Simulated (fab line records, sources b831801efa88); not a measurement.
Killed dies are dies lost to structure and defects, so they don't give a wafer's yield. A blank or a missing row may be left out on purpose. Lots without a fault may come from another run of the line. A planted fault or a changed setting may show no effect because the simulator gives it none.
Which tool did it? | flow sky130 | 12 lots, 36 wafers sampled, at 1 step of a route of 708

WHAT THE GAUGES READ, wafer by wafer
SKY_PWDE_OVL_MEAS_07.
lot  | measured    | on         | PWDE_OVL (nm)
L075 | day 4 00:46 | overlay-01 | -0.3 -1.2 -0.5
L077 | day 4 15:57 | overlay-02 | -2.1 -0.2 -1.6
L079 | day 5 01:13 | overlay-02 | 0.2 0.6 -1.5
L081 | day 5 12:45 | overlay-01 | -0.8 0.5 -0.3
L083 | day 5 20:48 | overlay-01 | -0.6 -0.8 -1.5
L085 | day 6 09:00 | overlay-02 | -3.1 -2.5 -3.0
L087 | day 6 22:29 | overlay-01 | -2.0 -0.3 -1.1
L089 | day 7 10:32 | overlay-02 | -1.3 -2.9 -0.9
L091 | day 7 20:53 | overlay-01 | -0.5 0.1 1.2
L093 | day 8 08:05 | overlay-01 | 0.6 -1.3 1.1
L095 | day 8 20:53 | overlay-01 | -2.1 -1.1 -2.0
L097 | day 9 07:47 | overlay-02 | 1.1 -2.7 -1.3

WHICH TOOL RAN EACH LOT (tool, then ch and the chambers of the sampled wafers, then the start)
The record holds no process step before these readings.

THE ANSWER, worked out from the rows above alone
Rule: what is usual is taken from the lots themselves. Put in order of their means at a reading, lots are off if they are a third of the lots or fewer, leave a main group of 4 or more, and stand apart from it by a gap of 3 or more times the standard deviation of the main group's means; of several such gaps the widest counts. A main group whose means are all the same, to the digits that the tables above print for the reading, isn't used. A lot without any number at a reading at which 4 lots or more have one is off too. The other lots that the step has rows for count as sound.
No lot is off at any reading shown: from this, nothing can be told.

WHAT THE SIMULATOR HAD PUT IN
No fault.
